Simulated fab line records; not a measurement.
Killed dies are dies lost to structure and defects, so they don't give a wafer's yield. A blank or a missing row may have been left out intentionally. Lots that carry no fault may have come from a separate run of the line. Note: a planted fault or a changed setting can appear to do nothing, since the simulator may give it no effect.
fab line records -- flow sky130
[record] lots = 14, wafers = 42, last-day = 50
route steps=708 shown CONTACT@406
lots with no fault: from the same line, run without faults
start-h: the number of hours between the record's first day and the start of the first shown wafer of the lot -- wait-h: hours since the lot's step before -- " unchanged from the row above -- L1.1+2: a row that stands for several wafers -- - no value present, or no start provided -- * or withheld: withheld -- < > ~ a bound
route shown NAME@n: NAME is a module with steps in the file, n the number in the route of the first one -- usual: average and standard deviation across the fault-free wafers -- same: alike in all rows -- chamber/n: place in a boat -- sites: per-site readings -- _std_site: the values' standard deviation -- _edge_site: outer sites' mean less inner sites' -- radius-mm: how far each site lies from the wafer's centre -- mask NAME#n: copy n -- behind: tool/chamber where the wafer was last shaped -- hold: cause of the lot's hold/its duration in hours/its outcome -- device: the transistor (n, p or np) that didn't switch -- end of line: the same wafers' tests at the end of the route -- for a step that has no rows: nothing shown but its recipe -- killed: the dies lost at the first sort to structure and to defects; this is not the yield of the wafer -- map: a wafer's dies, marking killed ones x, the rest . and places with no die _
set.NAME: the setting the step ran with; set.NAME@STEP: the setting that earlier step ran with -- model.NAME: the simulator's own value behind a step, which no gauge read
one table for each step of the route and one row for each wafer, over a sample of lots
services: a tool's chamber out of use, with start hour (start-h, from the record's first day; less than 0 if before it), hours out, and reason
[[steps]]
[step SKY_CONTACT_CVD_00]
[recipe] material = Si3N4, target-thk-nm = 75, temp-c = 400, time-s = withheld, rf-w = 450
[usual] heater-power-w = 701/130, rf-fwd-power-W = 444.8/1.7
lot.wafer,tool,chamber,start-h,wait-h,heater-power-w,rf-fwd-power-W
L544.2,pecvd-02,0,710.54,0.0,639,445.1
L544.3,pecvd-02,1,710.54,0.0,543,445.2
L544.5,pecvd-02,2,710.54,0.0,573,442.2
L546.2,pecvd-02,0,731.29,0.0,700,441.4
L546.4,pecvd-02,2,731.29,0.0,604,443.7
L546.6,pecvd-02,1,731.29,0.0,643,447.4
L547.1,pecvd-02,2,743.04,0.0,579,443.9
L547.5,pecvd-02,1,743.04,0.0,652,445.5
L547.6,pecvd-02,2,743.04,0.0,580,446.3
L548.1,pecvd-02,1,747.05,0.0,583,447.4
L548.3,pecvd-02,0,747.05,0.0,642,442.9
L548.4,pecvd-02,0,747.05,0.0,653,440.8
L549.3,pecvd-01,1,759.33,0.0,605,445.8
L549.4,pecvd-01,0,759.33,0.0,910,445.3
L549.5,pecvd-01,2,759.33,0.0,986,445.1
L550.1,pecvd-02,2,766.48,0.0,665,371.2
L550.4,pecvd-02,1,766.48,0.0,588,444.7
L550.6,pecvd-02,0,766.48,0.0,691,443.7
L551.3,pecvd-02,2,767.93,0.0,589,373.2
L551.4,pecvd-02,0,767.93,0.0,632,441.6
L551.6,pecvd-02,1,767.93,0.0,650,447.2
L559.1,pecvd-03,0,833.23,0.0,749,444.9
L559.5,pecvd-03,0,833.23,0.0,759,443.5
L559.6,pecvd-03,2,833.23,0.0,733,447.6
L560.2,pecvd-01,2,844.46,0.0,1074,446.2
L560.5,pecvd-01,2,844.46,0.0,1051,445.6
L560.6,pecvd-01,0,844.46,0.0,765,444.0
L561.4,pecvd-02,2,852.59,0.0,571,444.3
L561.5,pecvd-02,1,852.59,0.0,618,446.0
L561.6,pecvd-02,0,852.59,0.0,749,443.0
L562.1,pecvd-03,2,863.58,0.0,823,446.1
L562.2,pecvd-03,0,863.58,0.0,839,444.1
L562.5,pecvd-03,2,863.58,0.0,832,447.7
L563.4,pecvd-02,2,871.20,0.0,597,442.8
L563.5,pecvd-02,0,871.20,0.0,708,445.1
L563.6,pecvd-02,1,871.20,0.0,650,444.1
L564.1,pecvd-02,2,875.28,0.0,530,445.0
L564.4,pecvd-02,2,875.28,0.0,551,442.2
L564.5,pecvd-02,1,875.28,0.0,614,448.1
L565.2,pecvd-03,2,880.84,0.0,841,450.0
L565.3,pecvd-03,1,880.84,0.0,800,444.9
L565.4,pecvd-03,1,880.84,0.0,639,445.3
[step SKY_CONTACT_THK_MEAS_01]
[recipe] reads = Si3N4_of_CONTACT_CVD_00
[usual] CONTACT_CVD_00_THK = 75.3/0.95
lot.wafer,tool,chamber,start-h,wait-h,CONTACT_CVD_00_THK[nm]
L544.2,film-metro-03,-,710.59,-,74.6
L544.3,film-metro-03,-,710.59,-,73.6
L544.5,film-metro-03,-,710.59,-,73.8
L546.2,film-metro-03,-,731.34,-,75.3
L546.4,film-metro-03,-,731.34,-,76.1
L546.6,film-metro-03,-,731.34,-,75.6
L547.1,film-metro-04,-,743.07,-,74.8
L547.5,film-metro-04,-,743.07,-,75.1
L547.6,film-metro-04,-,743.07,-,76.3
L548.1,film-metro-01,-,747.09,-,74.3
L548.3,film-metro-01,-,747.09,-,74.0
L548.4,film-metro-01,-,747.09,-,75.9
L549.3,film-metro-01,-,759.38,-,75.0
L549.4,film-metro-01,-,759.38,-,76.2
L549.5,film-metro-01,-,759.38,-,76.9
L550.1,film-metro-03,-,766.52,-,71.4
L550.4,film-metro-03,-,766.52,-,76.2
L550.6,film-metro-03,-,766.52,-,76.9
L551.3,film-metro-04,-,767.99,-,70.5
L551.4,film-metro-04,-,767.99,-,75.6
L551.6,film-metro-04,-,767.99,-,75.4
L559.1,film-metro-03,-,833.27,-,75.4
L559.5,film-metro-03,-,833.27,-,76.0
L559.6,film-metro-03,-,833.27,-,76.5
L560.2,film-metro-04,-,844.51,-,75.3
L560.5,film-metro-04,-,844.51,-,76.7
L560.6,film-metro-04,-,844.51,-,76.1
L561.4,film-metro-03,-,852.64,-,74.9
L561.5,film-metro-03,-,852.64,-,75.1
L561.6,film-metro-03,-,852.64,-,75.7
L562.1,film-metro-01,-,863.63,-,75.8
L562.2,film-metro-01,-,863.63,-,74.8
L562.5,film-metro-01,-,863.63,-,76.0
L563.4,film-metro-04,-,871.25,-,75.6
L563.5,film-metro-04,-,871.25,-,76.4
L563.6,film-metro-04,-,871.25,-,75.8
L564.1,film-metro-04,-,875.32,-,74.4
L564.4,film-metro-04,-,875.32,-,75.9
L564.5,film-metro-04,-,875.32,-,75.3
L565.2,film-metro-04,-,880.88,-,75.2
L565.3,film-metro-04,-,880.88,-,74.6
L565.4,film-metro-04,-,880.88,-,76.3
[step SKY_CONTACT_ETCH_18]
[recipe] target = Si3N4, chemistry = CHF3/O2, stop-on = TiN, source-w = 600, bias-w = 200, pressure-mtorr = 40, chf3-flow-sccm = 50, O2_flow_sccm = 5, time-s = 39, target-depth-a = 750
[usual] chamber-pressure-mTorr = 40.00/0.04, drypump-motor-current-A = 5.8/0.44, oes-product-au = 0.857/0.0073, throttle-valve-pct = 8.794/0.0087
lot.wafer,tool,chamber,start-h,wait-h,chamber-pressure-mTorr,drypump-motor-current-A,oes-product-au,rf-hours-counter-h,throttle-valve-pct
L544.2,rie-diel-04,0,-,-,40.02,6.1,0.852,3,8.785
L544.3,rie-diel-04,1,-,-,40.04,5.7,0.845,16,8.789
L544.5,rie-diel-04,3,-,-,40.03,5.7,0.856,-,8.809
L546.2,rie-diel-01,1,-,-,39.93,5.8,0.847,5,8.791
L546.4,rie-diel-01,2,-,-,40.02,5.2,0.859,20,8.785
L546.6,rie-diel-01,3,-,-,39.98,6.3,0.858,-,8.793
L547.1,rie-diel-01,1,-,-,40.00,5.8,0.849,5,8.779
L547.5,rie-diel-01,0,-,-,40.05,5.5,0.848,-,8.800
L547.6,rie-diel-01,3,-,-,40.05,6.2,0.870,-,8.817
L548.1,rie-diel-01,0,-,-,40.00,5.4,0.848,2,8.804
L548.3,rie-diel-01,1,-,-,39.98,5.8,0.844,5,8.791
L548.4,rie-diel-01,2,-,-,39.99,5.2,0.854,20,8.786
L549.3,rie-diel-01,3,-,-,39.95,6.2,0.863,1,8.802
L549.4,rie-diel-01,0,-,-,39.97,5.5,0.873,2,8.797
L549.5,rie-diel-01,3,-,-,40.04,6.3,0.860,-,8.786
L550.1,rie-diel-04,0,-,-,39.97,6.1,0.838,5,8.786
L550.4,rie-diel-04,1,-,-,40.05,5.6,0.862,18,8.793
L550.6,rie-diel-04,1,-,-,39.98,5.6,0.864,-,8.799
L551.3,rie-diel-03,0,-,-,40.02,5.6,0.820,11,8.776
L551.4,rie-diel-03,3,-,-,39.94,4.7,0.850,0,8.792
L551.6,rie-diel-03,0,-,-,40.00,5.6,0.855,-,8.777
L559.1,rie-diel-04,3,-,-,40.00,5.7,0.860,22,8.789
L559.5,rie-diel-04,3,-,-,39.96,5.7,0.863,-,8.793
L559.6,rie-diel-04,2,-,-,39.95,5.4,0.867,-,8.788
L560.2,rie-diel-03,2,-,-,39.99,6.3,0.853,23,8.788
L560.5,rie-diel-03,0,-,-,39.95,5.6,0.863,-,8.808
L560.6,rie-diel-03,3,-,-,40.06,4.7,0.856,-,8.785
L561.4,rie-diel-04,3,-,-,39.96,5.7,0.847,22,8.795
L561.5,rie-diel-04,3,-,-,39.99,5.7,0.855,-,8.798
L561.6,rie-diel-04,0,-,-,39.98,6.2,0.866,-,8.790
L562.1,rie-diel-04,3,-,-,40.05,5.7,0.857,23,8.812
L562.2,rie-diel-04,1,-,-,39.99,5.7,0.856,21,8.782
L562.5,rie-diel-04,3,-,-,39.91,5.7,0.858,-,8.798
L563.4,rie-diel-03,0,-,-,40.00,5.6,0.863,14,8.794
L563.5,rie-diel-03,0,-,-,39.89,5.6,0.866,-,8.798
L563.6,rie-diel-03,1,-,-,40.02,6.2,0.862,-,8.785
L564.1,rie-diel-03,3,-,-,39.97,4.7,0.848,3,8.809
L564.4,rie-diel-03,1,-,-,39.96,6.2,0.865,19,8.791
L564.5,rie-diel-03,0,-,-,40.04,5.6,0.855,-,8.791
L565.2,rie-diel-03,2,-,-,40.00,6.3,0.852,25,8.793
L565.3,rie-diel-03,1,-,-,40.02,6.2,0.857,19,8.796
L565.4,rie-diel-03,0,-,-,40.07,5.6,0.855,14,8.797
[[services]]
tool,chamber,start-h,hours,kind
rie-diel-04,0,712.86,12.1,repair
pecvd-01,-,713.29,2.8,pm
pecvd-03,-,724.20,64.3,repair
pecvd-01,-,732.32,0.3,repair
pecvd-03,0,736.71,4.3,repair
rie-diel-04,-,763.81,2.8,pm
rie-diel-03,2,770.64,1.2,repair
pecvd-02,0,772.98,2.1,scheduled-down
pecvd-01,-,781.91,28.1,pm
rie-diel-03,2,782.93,5.0,repair
rie-diel-04,1,796.11,2.8,repair
rie-diel-03,-,799.12,14.6,pm
rie-diel-04,1,815.08,4.6,repair
rie-diel-03,3,816.11,35.8,repair
rie-diel-03,0,819.56,14.3,repair
pecvd-01,1,823.23,4.4,repair
rie-diel-03,2,826.09,1.9,repair
rie-diel-04,3,837.18,1.4,repair
rie-diel-03,1,844.06,9.0,repair
pecvd-03,2,849.31,10.3,repair
pecvd-02,-,860.58,8.4,repair
rie-diel-01,2,874.10,16.0,repair
rie-diel-01,-,880.15,17.3,repair
pecvd-03,-,883.62,0.3,repair
[[key]]
[first-sign] step = SKY_CONTACT_CVD_00, reading = rf-fwd-power-W, direction = down, sigmas = 43, usual = 444.8, struck = 372.2
[effect] step = SKY_CONTACT_THK_MEAS_01, reading = CONTACT_CVD_00_THK, direction = down, sigmas = 4.6, usual = 75.3, struck = 70.9
[effect] step = SKY_CONTACT_ETCH_18, reading = oes-product-au, direction = down, sigmas = 3.7, usual = 0.857, struck = 0.829
met-at SKY_CONTACT_CVD_00
struck-lots L550,L551
struck-wafers L550.1,L551.3
tester-left-out L550,L551
onset-between 743.04 766.48
[fault] kind = process-parameter-drift, tool = pecvd-02, chamber = 2, onset-h = 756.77, steps = SKY_CONTACT_CVD_00, channel = rf-w, offset = -72, shape = step, end-h = 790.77, acts-in = these-recipes-only, stated = 450
// tester-left-out: of these lots the tester's yield and bins aren't shown, on N5 and GAA mostly nor the transistor test; their killed dies are dies lost to structure and defects alone, not to doping, threshold or leakage, so they don't give the yield
